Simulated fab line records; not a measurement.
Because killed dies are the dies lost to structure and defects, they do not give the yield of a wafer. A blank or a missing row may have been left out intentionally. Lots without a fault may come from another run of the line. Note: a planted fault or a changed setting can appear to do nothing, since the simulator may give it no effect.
Problem report in the 8D (eight disciplines) form, filled by code / flow gf180mcu / the parts of the form that need people (team, actions taken, sign-off) are left out

## 1. WHAT WENT WRONG
Mean LVPWELL_TW at GF_LVPWELL_TW_MEAS_11: 536.6 over 6 wafers in 2 lots; fault-free wafers: 564.4, standard deviation 2.4. That puts it -12 standard deviations away from the usual mean.
Earliest sighting: wafer L390.3 on film_metro-01 at day 6 18:21. At this step, 36 wafers from 12 lots have a number in the record. Rule for "out" (also "out of limits"): further than 4 standard deviations from the usual mean. All remaining wafers that have a number are taken as sound.

## 2. WHAT IT IS AND WHAT IT IS NOT
question=which readings at this step | is=LVPWELL_TW | is not=-
question=which lots | is=L390, L392 | is not=L378, L379, L380, L381, L391, L394, L396, L397, L398, L399
question=which wafers of those lots | is=all that have a number | is not=-
question=read on which gauges | is=film_metro-01, film_metro-02 | is not=film_metro-03
question=when | is=from day 6 18:21 | is not=up to then (12 sound wafers); but 18 sound wafers of L391, L394, L396, L397, L398, L399 came after

## 3. THE SUSPECTS, EACH WITH WHAT RULES IT OUT
Counting: a tool at a process step up to the reading stays a suspect if it ran every lot that is out and no sound lot after the first of them.
- ruled out: the gauge at GF_LVPWELL_TW_MEAS_11. The wafers that are out were read on 2 gauges (film_metro-01, film_metro-02).
- implanter-02 at GF_LVPWELL_IMPLANT_08: kept. All lots that are out passed through it, beginning with L390 at day 6 17:59, and no sound lot followed; its final sound lot before that point was L381 at day 4 12:40. On those wafers its own readings are out: dose_ions_cm2, faraday_current_uA.
The count leaves implanter-02 at GF_LVPWELL_IMPLANT_08.

## 4. THE CAUSE (what the simulator had put in)
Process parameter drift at GF_LVPWELL_IMPLANT_08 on implanter-02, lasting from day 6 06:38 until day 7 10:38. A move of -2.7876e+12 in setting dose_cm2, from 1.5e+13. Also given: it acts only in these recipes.
This tool alone remained once counting was done.

## 5. THE CHAIN OF EFFECTS, in route order
Each row: a reading where the mean over the struck wafers with a number is more than 3 standard deviations away from the usual. Scope: only readings with a usual standard deviation given in the record; hours: median across lots of the time from each lot's start at the first step in this table that gives one to its start at this step; sigmas: change in usual standard deviations.
hours=0; step=GF_LVPWELL_IMPLANT_08; reading=dose_ions_cm2; usual=1.4997e+13; on struck wafers=1.2221e+13; change=-2.7760e+12; sigmas=-99 or more
hours=0; step=GF_LVPWELL_IMPLANT_08; reading=faraday_current_uA; usual=84.8; on struck wafers=70.0; change=-14.8; sigmas=-8.2
hours=0; step=GF_LVPWELL_TW_MEAS_11; reading=LVPWELL_TW; usual=564.4; on struck wafers=536.6; change=-27.8; sigmas=-12
hours=104; step=GF_VT_IMPLANT_RS_MEAS_48; reading=LVPWELL_RS; usual=1195.7 ohm/sq; on struck wafers=1323.3; change=+127.6; sigmas=+47
It contains these process steps:
- GF_LVPWELL_IMPLANT_08
Later steps that measure or inspect, where all struck wafers having a row at the step show a number for every such reading and not one has moved that far: GF_V2_THK_MEAS_03.

## 6. WHAT WOULD HAVE CAUGHT IT SOONER
12 hours passed between the start of the fault at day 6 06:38 and the first reading out of limits at a measuring or inspecting step in this record, taken at day 6 18:21.
The tool's own readings at GF_LVPWELL_IMPLANT_08 were out on every struck wafer that the step has a row for (dose_ions_cm2, faraday_current_uA): an alarm limit on them would have fired on the first of those.
L392, from the lots that are out (2), started GF_LVPWELL_IMPLANT_08 on implanter-02 later than day 6 18:21. Had the tool been put on hold then, it would have been spared.
